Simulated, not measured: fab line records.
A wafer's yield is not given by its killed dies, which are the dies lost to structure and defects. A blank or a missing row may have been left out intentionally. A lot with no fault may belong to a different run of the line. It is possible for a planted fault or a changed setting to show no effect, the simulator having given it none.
The tool behind it: which one?	flow sky130	15 lots, 43 wafers sampled, at 1 step of a route of 708

== WHAT THE GAUGES READ, wafer by wafer ==
The record lacks any reading of a measuring or inspecting step that a usual standard deviation could be used to judge.

== WHICH TOOL RAN EACH LOT (tool, then ch and the chambers of the sampled wafers, then the start) ==
lot	SKY_VT_ADJUST_NCORE_SOFTBAKE_03
L765	lithoTrack-03 ch 0, day 8 05:27
L766	lithoTrack-03 ch 0, day 8 11:10
L767	lithoTrack-01 ch 0, day 8 16:17
L769	lithoTrack-03 ch 0, day 9 06:31
L770	lithoTrack-02 ch 0, day 9 13:23
L771	lithoTrack-02 ch 0, day 9 22:04
L772	lithoTrack-02 ch 0, day 10 02:43
L773	lithoTrack-01 ch 0, day 10 08:17
L778	lithoTrack-02 ch 0, day 12 02:13
L781	lithoTrack-03 ch 0, day 12 18:40
L783	lithoTrack-03 ch 0, day 13 08:22
L784	lithoTrack-03 ch 0, day 13 17:55
L786	lithoTrack-02 ch 0, day 14 02:40
L787	lithoTrack-01 ch 0, day 14 12:38
L788	lithoTrack-01 ch 0, day 14 19:56
- SKY_VT_ADJUST_NCORE_SOFTBAKE_03: time 60 s.

== AS READ BY THE TOOLS THEMSELVES (means over the sampled wafers that have a number; for cases with no such wafer, the mark the record gives instead) ==
SKY_VT_ADJUST_NCORE_SOFTBAKE_03.
lot	tool	heaterPowerTotalW (W)	runLengthS (s)
L765	lithoTrack-03	56.58	89.05
L766	lithoTrack-03	56.62	89.19
L767	lithoTrack-01	56.59	88.92
L769	lithoTrack-03	56.55	89.03
L770	lithoTrack-02	56.64	89.04
L771	lithoTrack-02	56.57	89.11
L772	lithoTrack-02	56.63	89.07
L773	lithoTrack-01	56.53	88.98
L778	lithoTrack-02	56.55	88.96
L781	lithoTrack-03	58.47	84.12
L783	lithoTrack-03	62.26	74.50
L784	lithoTrack-03	59.37	81.66
L786	lithoTrack-02	56.60	89.10
L787	lithoTrack-01	56.56	88.96
L788	lithoTrack-01	56.63	88.93

== THE ANSWER, worked out from the rows above alone ==
Rule: usual is defined by the lots themselves. Put in order of their means at a reading, lots are off if they are a third of the lots or fewer, leave a main group of 4 or more, and stand apart from it by a gap of 3 or more times the standard deviation of the main group's means; of several such gaps the widest counts. Not used: any main group whose means are identical at the precision the tables above print for the reading. Also off: a lot with no number at a reading for which 4 or more lots have one. The other lots that the step has rows for count as sound. Order of review: gauges by route order, followed by the tools' own readings, for which a lot's mean as printed above is used. The first step at which some lot is off is used, and at that step the reading that is off furthest; a lot without a number counts as furthest.
Off at SKY_VT_ADJUST_NCORE_SOFTBAKE_03 (runLengthS): L781, L783, L784. The main group has a mean of 89.03 s with a standard deviation of 0.078.
A tool fits if, at that step or a process step before it, it ran every lot that is off, and no sound lot after the first of them. One candidate fits, namely lithoTrack-03 at SKY_VT_ADJUST_NCORE_SOFTBAKE_03. A fault onset in the window from L769 (day 9 06:31, its last sound lot) to L781 (day 12 18:40, its first lot off) fits.
The tool's own readings at SKY_VT_ADJUST_NCORE_SOFTBAKE_03 bear it out: on the lots that are off they differ by more than 5 times the standard deviation of the sound lots' means. heaterPowerTotalW reads 60.03 W there against 56.59 W on the sound lots; runLengthS reads 80.09 s there against 89.03 s on the sound lots.

== WHAT WAS PUT IN BY THE SIMULATOR ==
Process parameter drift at SKY_VT_ADJUST_NCORE_SOFTBAKE_03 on lithoTrack-03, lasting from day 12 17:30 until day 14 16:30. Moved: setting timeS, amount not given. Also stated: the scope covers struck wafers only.
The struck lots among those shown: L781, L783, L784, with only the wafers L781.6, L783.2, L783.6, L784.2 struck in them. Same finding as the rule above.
